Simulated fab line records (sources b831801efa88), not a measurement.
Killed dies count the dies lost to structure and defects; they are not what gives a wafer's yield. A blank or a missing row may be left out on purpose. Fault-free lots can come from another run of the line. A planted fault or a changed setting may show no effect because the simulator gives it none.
Matching of chambers :: flow gf180mcu :: GF_V3_CVD_02 on pecvd-04: 3 sister chambers
The step deposits SiO2 from TEOS, target thk 850 nm, time 94.851 s. 3 wafers are shown with their chamber, then 11 later ones without.

WAFERS, EACH WITH ITS CHAMBER
wafer: L088.1
chamber: 2
heater_power_w (W): 804

wafer: L089.6
chamber: 1
heater_power_w (W): 546

wafer: L091.1
chamber: 0
heater_power_w (W): 832

WAFERS WITHOUT THEIR CHAMBER
wafer: L091.2
heater_power_w (W): 790

wafer: L091.3
heater_power_w (W): 665

wafer: L092.1
heater_power_w (W): 803

wafer: L092.2
heater_power_w (W): 592

wafer: L092.3
heater_power_w (W): 637

wafer: L092.4
heater_power_w (W): 842

wafer: L092.5
heater_power_w (W): 659

wafer: L092.6
heater_power_w (W): 665

wafer: L095.1
heater_power_w (W): 666

wafer: L095.4
heater_power_w (W): 784

wafer: L095.5
heater_power_w (W): 539

THE CHAMBER EACH PASSED THROUGH
wafer: L091.2
from the rows above: can't be placed: 2 or 0
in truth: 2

wafer: L091.3
from the rows above: can't be placed: 1 or 2 or 0
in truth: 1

wafer: L092.1
from the rows above: can't be placed: 2 or 0
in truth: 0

wafer: L092.2
from the rows above: 1
in truth: 1

wafer: L092.3
from the rows above: can't be placed: 1 or 2 or 0
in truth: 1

wafer: L092.4
from the rows above: can't be placed: 0 or 2
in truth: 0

wafer: L092.5
from the rows above: can't be placed: 1 or 2 or 0
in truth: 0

wafer: L092.6
from the rows above: can't be placed: 1 or 2 or 0
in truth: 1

wafer: L095.1
from the rows above: can't be placed: 1 or 2 or 0
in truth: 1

wafer: L095.4
from the rows above: can't be placed: 2 or 0
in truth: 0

wafer: L095.5
from the rows above: 1
in truth: 1
Correct placement for 2 of the 11. Unplaceable from these rows: 9, with the true chamber sitting among the candidates in 9. 0 placed wrongly.
How it was worked out, from the rows above alone: a wafer's distance from a chamber is the root of the sum, over the readings, of the square of ((its reading less the chamber's mean) divided by the reading's scatter). The wafer belongs to the nearest chamber; if the next one is less than 2 further off, it can't be placed. For every chamber, the mean is computed from those of its wafers that are shown. The scatter: with one shown wafer a chamber, the root of the mean of the squares of how far each hidden wafer lies from its nearest shown one.
